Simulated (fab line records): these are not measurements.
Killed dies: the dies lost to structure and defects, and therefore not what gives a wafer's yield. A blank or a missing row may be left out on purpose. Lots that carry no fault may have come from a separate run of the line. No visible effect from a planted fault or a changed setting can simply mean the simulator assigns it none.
Which of the tools did it? || flow sky130 || 18 wafers from 6 lots sampled at 2 of the route's 708 steps

== WHAT THE GAUGES READ, wafer by wafer ==
SKY_CAP2M_OVL_MEAS_12.
{"lot": "L658", "measured": "day 41 08:34", "on": "overlay-02", "CAP2M_OVL (nm)": "0.1 -0.2 0.8"}
{"lot": "L660", "measured": "day 41 21:05", "on": "overlay-02", "CAP2M_OVL (nm)": "-1.6 -0.2 -0.4"}
{"lot": "L672", "measured": "day 45 09:35", "on": "overlay-02", "CAP2M_OVL (nm)": "-1.4 0.2 -2.5"}
{"lot": "L674", "measured": "day 46 16:17", "on": "overlay-02", "CAP2M_OVL (nm)": "1.3 0.0 0.0"}
{"lot": "L677", "measured": "day 46 17:30", "on": "overlay-01", "CAP2M_OVL (nm)": "-2.9 -1.1 -0.4"}
{"lot": "L679", "measured": "day 47 14:18", "on": "overlay-02", "CAP2M_OVL (nm)": "-0.5 -0.2 -0.4"}

== EACH LOT AND THE TOOL THAT RAN IT (in order: tool; ch and the chambers of the sampled wafers; start) ==
{"lot": "L658", "SKY_VIA3_ETCH_15": "rie_diel-03 ch 1,2,3, day 40 07:28"}
{"lot": "L660", "SKY_VIA3_ETCH_15": "rie_diel-03 ch 1,2,3, day 40 18:44"}
{"lot": "L672", "SKY_VIA3_ETCH_15": "rie_diel-03 ch 0,1,3, day 44 10:59"}
{"lot": "L674", "SKY_VIA3_ETCH_15": "rie_diel-01 ch 1,2, day 45 17:35"}
{"lot": "L677", "SKY_VIA3_ETCH_15": "rie_diel-03 ch 0,1,3, day 45 19:14"}
{"lot": "L679", "SKY_VIA3_ETCH_15": "rie_diel-03 ch 0,1,2, day 46 16:36"}
- SKY_VIA3_ETCH_15: etches SiO2 in C4F8/O2/Ar, stops on TiN, target depth 507 nm, time 78 s.

== THE ANSWER, worked out from the rows above alone ==
Rule: usual is defined by the lots themselves. Put in order of their means at a reading, lots are off if they are a third of the lots or fewer, leave a main group of 4 or more, and stand apart from it by a gap of 3 or more times the standard deviation of the main group's means; of several such gaps the widest counts. A main group is skipped when, at the precision printed for the reading in the tables above, its means are all equal. Also off: a lot with no number at a reading for which 4 or more lots have one. Where the step has rows for the other lots, those lots are counted as sound.
None of the lots is off at any reading shown; this tells nothing.

== WHAT THE SIMULATOR HAD INSERTED ==
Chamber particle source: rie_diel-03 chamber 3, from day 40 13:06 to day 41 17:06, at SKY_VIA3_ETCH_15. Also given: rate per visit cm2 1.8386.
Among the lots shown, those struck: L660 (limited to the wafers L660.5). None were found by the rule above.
